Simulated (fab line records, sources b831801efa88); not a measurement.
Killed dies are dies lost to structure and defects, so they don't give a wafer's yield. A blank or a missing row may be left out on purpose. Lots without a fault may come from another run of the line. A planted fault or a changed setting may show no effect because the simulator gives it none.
One fault seen from 2 desks | flow gf180mcu | each desk has only its own numbers; what lay behind them comes last

THE METROLOGY DESK
What the gauges read, lot by lot, whatever tool the lot ran on: means of the sampled wafers that have a number. A lot is out of limits, marked OUT, if its mean lies more than 4 standard deviations from the usual mean; the brackets give that distance.
Columns: A = VT_IMPLANT_2_TW at GF_VT_IMPLANT_TW_MEAS_21, usual 1217
lot  | first seen here | A
L138 | day 6 12:00     | 1221
L140 | day 6 22:37     | 1216
L141 | day 7 07:05     | 1213
L142 | day 7 12:14     | 1212
L143 | day 7 15:07     | 1229
L145 | day 8 07:24     | 1233
L150 | day 9 15:53     | 1204
L151 | day 9 19:56     | 1039 (-19) OUT
L152 | day 10 04:41    | 1022 (-21) OUT
L153 | day 10 10:23    | 1216
L158 | day 11 17:20    | 1225
L159 | day 12 02:11    | 1211
This desk's finding: out of limits on L151, L152; first on L151, day 9 19:56 (VT_IMPLANT_2_TW at GF_VT_IMPLANT_TW_MEAS_21). In limits: L138, L140, L141, L142, L143, L145, L150, L153, L158, L159.

THE TOOL OWNER'S DESK: implanter-04
The tool's own readings at GF_VT_IMPLANT_IMPLANT_19: means of the sampled wafers that have a number, for each lot that ran on this tool. A lot is out of limits, marked OUT, if its mean lies more than 4 standard deviations from the usual mean; the brackets give that distance.
Columns: A = dose_ions_cm2 at GF_VT_IMPLANT_IMPLANT_19, usual 4.35e+12; B = faraday_current_uA at GF_VT_IMPLANT_IMPLANT_19, usual 24.5
lot  | first seen here | A                          | B
L138 | day 6 11:46     | 4.35e+12                   | 24.2
L142 | day 7 11:59     | 4.36e+12                   | 24.6
L145 | day 8 07:10     | 4.35e+12                   | 24.9
L151 | day 9 19:43     | 2.59e+12 (-99 or more) OUT | 14.7 (-20) OUT
L152 | day 10 04:26    | 2.59e+12 (-99 or more) OUT | 14.6 (-20) OUT
This desk's finding: out of limits on L151, L152; first on L151, day 9 19:43 (dose_ions_cm2 at GF_VT_IMPLANT_IMPLANT_19). In limits: L138, L142, L145.

PUT TOGETHER
The tool owner's desk could have raised an alarm at day 9 19:43, on L151, L152.
The metrology desk could have raised an alarm at day 9 19:56, on L151, L152.
Of the lots named, all ran GF_VT_IMPLANT_IMPLANT_19 on implanter-04.

WHAT THE SIMULATOR HAD PUT IN
Process parameter drift: implanter-04, from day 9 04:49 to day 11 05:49, at GF_VT_IMPLANT_IMPLANT_19. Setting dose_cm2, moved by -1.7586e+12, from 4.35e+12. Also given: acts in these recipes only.
Lots struck among those shown: L151, L152.
Hours from the fault's start to each desk's first reading out of limits: the tool owner's desk, 15; the metrology desk, 15.
